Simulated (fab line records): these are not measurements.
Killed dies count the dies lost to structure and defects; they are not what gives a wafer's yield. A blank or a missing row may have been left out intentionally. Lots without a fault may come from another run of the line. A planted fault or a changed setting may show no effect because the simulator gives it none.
A single fault, viewed from 2 desks    flow gf180mcu    every desk sees just its own numbers, and what lay behind them comes last

## METROLOGY DESK
Means of the sampled wafers that have a number, per lot and without regard to the tool the lot ran on: this is what the gauges read. Any lot whose mean is over 4 standard deviations away from the usual mean is out of limits and marked OUT; that distance is given in the brackets.
Columns: A = CONTACT_CVD_02_THK at GF_CONTACT_THK_MEAS_03, usual 860 nm
lot   first seen here  A
L157  day 15 12:19     874
L158  day 16 03:05     859
L162  day 17 10:58     862
L165  day 18 11:32     751 (-9.1) OUT
L167  day 19 05:52     858
L168  day 19 16:34     865
L173  day 21 07:23     843
L174  day 21 18:17     865
L175  day 22 00:35     857
L176  day 22 09:28     855
L177  day 22 16:40     851
This desk's result: L165 out of limits, first on L165 (CONTACT_CVD_02_THK at GF_CONTACT_THK_MEAS_03), day 18 11:32. L157, L158, L162, L167, L168, L173, L174, L175, L176, L177 stayed within limits.

## FOR THE TOOL OWNER'S DESK: pecvd-03
The tool's own readings at GF_CONTACT_CVD_02 (deposits SiO2 from TEOS, target thk 860 nm, time 95.992 s): means of the sampled wafers that have a number, for each lot that ran on this tool. Any lot whose mean is over 4 standard deviations away from the usual mean is out of limits and marked OUT; that distance is given in the brackets.
Columns: A = heaterPowerW at GF_CONTACT_CVD_02, usual 631 W
lot   first seen here  A
L157  day 15 12:14     688
L165  day 18 11:26     739
L174  day 21 18:13     565
L177  day 22 16:36     565
This desk's verdict: no lot among the 4 shows anything out of limits.

## ALL TOGETHER
L165 would have let the metrology desk raise an alarm at day 18 11:32.
The desk of the tool owner found nothing out of limits.
The tool owner's desk has L165 on record, within its limits.
Every lot named ran GF_CONTACT_CVD_02 on pecvd-03.

## WHAT THE SIMULATOR PUT IN
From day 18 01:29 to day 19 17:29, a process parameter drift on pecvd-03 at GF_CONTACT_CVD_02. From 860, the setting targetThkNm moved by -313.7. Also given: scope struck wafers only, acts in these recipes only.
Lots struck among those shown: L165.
Time in hours between the start of the fault and the first out-of-limits reading at each desk: metrology desk, 10.
